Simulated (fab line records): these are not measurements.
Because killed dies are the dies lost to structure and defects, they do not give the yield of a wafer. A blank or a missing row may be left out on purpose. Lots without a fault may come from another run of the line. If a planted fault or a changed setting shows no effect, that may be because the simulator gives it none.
Which tool was responsible? | flow sky130 | 33 wafers from 11 lots sampled at 6 of the route's 708 steps

== WHAT THE GAUGES READ, wafer by wafer ==
SKY_CONTACT_RS_MEAS_25: uses a four-point probe to measure. Usual: CONTACT_W_RS gives 0.337 ohm/sq (standard deviation 0.0047).
lot  | measured     | on            | CONTACT_W_RS (ohm/sq) | flag
L993 | day 31 08:39 | film_metro-02 | 0.328 0.333 0.338     |
L995 | day 32 16:41 | film_metro-01 | 0.339 0.343 0.341     |
L100 | day 33 14:45 | film_metro-01 | 0.339 0.337 0.336     |
L103 | day 34 23:28 | film_metro-02 | 58.263 57.888 57.988  | OFF
L104 | day 35 09:56 | film_metro-02 | 57.661 58.409 58.197  | OFF
L105 | day 35 15:10 | film_metro-02 | 0.342 0.340 0.341     |
L111 | day 37 14:05 | film_metro-01 | 0.338 0.338 0.338     |
L112 | day 37 17:07 | film_metro-01 | 0.339 0.335 0.337     |
L113 | day 38 06:02 | film_metro-01 | 0.337 0.337 0.337     |
L114 | day 39 09:39 | film_metro-01 | 0.348 0.343 0.342     |
L116 | day 39 11:08 | film_metro-01 | 0.343 0.345 0.341     |

SKY_CONTACT_THK_MEAS_26: measures by xrf. Usual: CONTACT_W_THK gives 341 nm (standard deviation 5.8).
lot  | measured     | on            | CONTACT_W_THK (nm) | flag
L993 | day 31 08:46 | film_metro-02 | 349 346 341        |
L995 | day 32 16:49 | film_metro-01 | 336 332 332        |
L100 | day 33 14:52 | film_metro-01 | 340 341 344        |
L103 | day 34 23:35 | film_metro-02 | - - -              | OFF
L104 | day 35 10:04 | film_metro-02 | <0 <0 -            | OFF
L105 | day 35 15:17 | film_metro-02 | 336 336 337        |
L111 | day 37 14:10 | film_metro-01 | 337 335 333        |
L112 | day 37 17:14 | film_metro-01 | 334 336 334        |
L113 | day 38 06:10 | film_metro-01 | 340 342 341        |
L114 | day 39 09:46 | film_metro-01 | 330 334 335        |
L116 | day 39 11:15 | film_metro-01 | 335 332 334        |

SKY_VIA1_OVL_MEAS_13. Usual: VIA1_OVL gives -1 nm (standard deviation 5.4).
lot  | measured     | on         | VIA1_OVL (nm) | flag
L993 | day 33 17:18 | overlay-01 | -2 9 5        |
L995 | day 34 23:34 | overlay-01 | -6 -2 -12     |
L100 | day 35 22:16 | overlay-01 | -8 2 0        |
L105 | day 37 22:01 | overlay-02 | -1 -1 -3      |
L111 | day 39 19:23 | overlay-01 | 5 2 10        |
L112 | day 39 22:02 | overlay-01 | -5 -1 -4      |
L113 | day 40 08:45 | overlay-01 | -6 -1 -8      |
L114 | day 41 12:22 | overlay-01 | -14 -9 -10    |
L116 | day 41 14:25 | overlay-01 | 1 2 14        |

== WHAT TOOL EACH LOT RAN ON (gives the tool, then ch and the chambers of the sampled wafers, and finally the start) ==
lot  | SKY_LI_CONTACT_CMP_24         | SKY_CONTACT_CVD_24            | SKY_METAL1_SPUTTER_04
L993 | cmp-02 ch 0,1, day 28 22:28   | cvd_w-02 ch 0,1, day 31 08:31 | pvd_sputter-03, day 31 09:13
L995 | cmp-02 ch 0,3, day 30 05:16   | cvd_w-01 ch 0,1, day 32 16:35 | pvd_sputter-02, day 32 17:16
L100 | cmp-01 ch 0,1,2, day 31 05:16 | cvd_w-01 ch 0,1, day 33 14:37 | pvd_sputter-03, day 33 15:18
L103 | cmp-02 ch 0,1,3, day 32 15:40 | cvd_w-01 ch 0,1, day 34 23:22 | -
L104 | cmp-01 ch 1,3, day 33 01:37   | cvd_w-01 ch 0,1, day 35 09:47 | -
L105 | cmp-01 ch 1,2, day 33 07:37   | cvd_w-01 ch 0,1, day 35 15:03 | pvd_sputter-02, day 35 15:44
L111 | cmp-02 ch 0,1, day 35 05:41   | cvd_w-01 ch 0,1, day 37 13:56 | pvd_sputter-03, day 37 14:35
L112 | cmp-02 ch 0,1,2, day 35 09:59 | cvd_w-01 ch 0,1, day 37 16:59 | pvd_sputter-03, day 37 17:41
L113 | cmp-02 ch 0,2,3, day 35 22:26 | cvd_w-01 ch 0, day 38 05:56   | pvd_sputter-02, day 38 06:37
L114 | cmp-02 ch 1,2,3, day 37 03:31 | cvd_w-01 ch 0,1, day 39 09:32 | pvd_sputter-02, day 39 10:19
L116 | cmp-02 ch 1,2,3, day 37 04:44 | cvd_w-01 ch 0,1, day 39 11:01 | pvd_sputter-04, day 39 11:42
- SKY_LI_CONTACT_CMP_24: polishes, stops on PSG, t overpolish 20 s, target thk 0 nm.
- SKY_CONTACT_CVD_24: deposits W, target thk 340 nm, time 102.12 s.
- SKY_METAL1_SPUTTER_04: material TiN, target thk 70 nm, time 58.3 s.

== WHAT THE TOOLS THEMSELVES READ (means of the sampled wafers that have a number; where no wafer has one, the mark that the record gives instead) ==
SKY_LI_CONTACT_CMP_24. Usual: edge_zone_pressure_frac 1.000, standard deviation 0.0046; motor_current_A 11.9 A, standard deviation 1.3; overpolish_run_s 20.002 s, standard deviation 0.0081; slurry_filter_dp_kPa 13.49 kPa, standard deviation 0.13; time_to_endpoint_s 97 s, standard deviation 3.4.
lot  | tool   | edge_zone_pressure_frac | motor_current_A (A) | overpolish_run_s (s) | slurry_filter_dp_kPa (kPa) | time_to_endpoint_s (s) | flag
L993 | cmp-02 | 1.003                   | 11.1                | 20.001               | 13.45                      | 98                     |
L995 | cmp-02 | 1.003                   | 11.3                | 20.013               | 13.39                      | 97                     |
L100 | cmp-01 | 1.002                   | 11.0                | 20.000               | 13.51                      | 97                     |
L103 | cmp-02 | 0.997                   | 11.7                | 19.995               | 13.37                      | 100                    |
L104 | cmp-01 | 1.007                   | 11.4                | 20.006               | 13.36                      | 98                     |
L105 | cmp-01 | 1.001                   | 11.1                | 20.007               | 13.51                      | 99                     |
L111 | cmp-02 | 0.999                   | 11.6                | 20.003               | 13.50                      | 99                     |
L112 | cmp-02 | 1.002                   | 11.9                | 20.000               | 13.50                      | 98                     |
L113 | cmp-02 | 0.996                   | 12.1                | 20.006               | 13.40                      | 98                     |
L114 | cmp-02 | 0.999                   | 12.3                | 20.006               | 13.52                      | 96                     |
L116 | cmp-02 | 1.003                   | 12.6                | 20.003               | 13.55                      | 99                     |

SKY_CONTACT_CVD_24. Usual: chamber_pressure_Torr 40.01 Torr, standard deviation 0.092; heater_power_outer_w 624 W, standard deviation 130; heater_power_w 946 W, standard deviation 140.
lot  | tool     | chamber_pressure_Torr (Torr) | heater_power_outer_w (W) | heater_power_w (W) | flag
L993 | cvd_w-02 | 40.03                        | 565                      | 844                |
L995 | cvd_w-01 | 39.96                        | 606                      | 939                |
L100 | cvd_w-01 | 40.09                        | 702                      | 1036               |
L103 | cvd_w-01 | -                            | -                        | -                  | OFF
L104 | cvd_w-01 | -                            | -                        | -                  | OFF
L105 | cvd_w-01 | 39.91                        | 700                      | 1040               |
L111 | cvd_w-01 | 40.03                        | 603                      | 929                |
L112 | cvd_w-01 | 40.05                        | 599                      | 943                |
L113 | cvd_w-01 | 40.08                        | 506                      | 837                |
L114 | cvd_w-01 | 39.98                        | 609                      | 945                |
L116 | cvd_w-01 | 40.02                        | 609                      | 940                |

SKY_METAL1_SPUTTER_04. Usual: throttle_valve_pct 30.2 %, standard deviation 0.98.
lot  | tool           | throttle_valve_pct (%) | flag
L993 | pvd_sputter-03 | 29.9                   |
L995 | pvd_sputter-02 | 30.9                   |
L100 | pvd_sputter-03 | 29.9                   |
L105 | pvd_sputter-02 | 30.7                   |
L111 | pvd_sputter-03 | 29.8                   |
L112 | pvd_sputter-03 | 29.7                   |
L113 | pvd_sputter-02 | 30.5                   |
L114 | pvd_sputter-02 | 30.5                   |
L116 | pvd_sputter-04 | 30.4                   |

== THE ANSWER, worked out from the rows above alone ==
Rule: take the mean of a lot's wafers that have a number; if it is more than 3 standard deviations from the usual mean, the lot is off. Also off: a lot with no number at a reading for which 4 or more lots have one. All remaining lots with rows at the step are treated as sound. Order of review: gauges by route order, followed by the tools' own readings, for which a lot's mean as printed above is used. The first step at which some lot is off is used, and at that step the reading that is off furthest; a lot without a number counts as furthest.
Off: at SKY_CONTACT_RS_MEAS_25 (CONTACT_W_RS), L103, L104.
A tool fits if, at a process step before that reading, it ran every lot that is off, and no sound lot after the first of them. The gauges at SKY_CONTACT_RS_MEAS_25 aren't tried: what is off there is off at SKY_CONTACT_CVD_24 too, on other tools, and a gauge's error can't cause that. No candidate that was tried fits.

== WHAT WAS PUT IN BY THE SIMULATOR ==
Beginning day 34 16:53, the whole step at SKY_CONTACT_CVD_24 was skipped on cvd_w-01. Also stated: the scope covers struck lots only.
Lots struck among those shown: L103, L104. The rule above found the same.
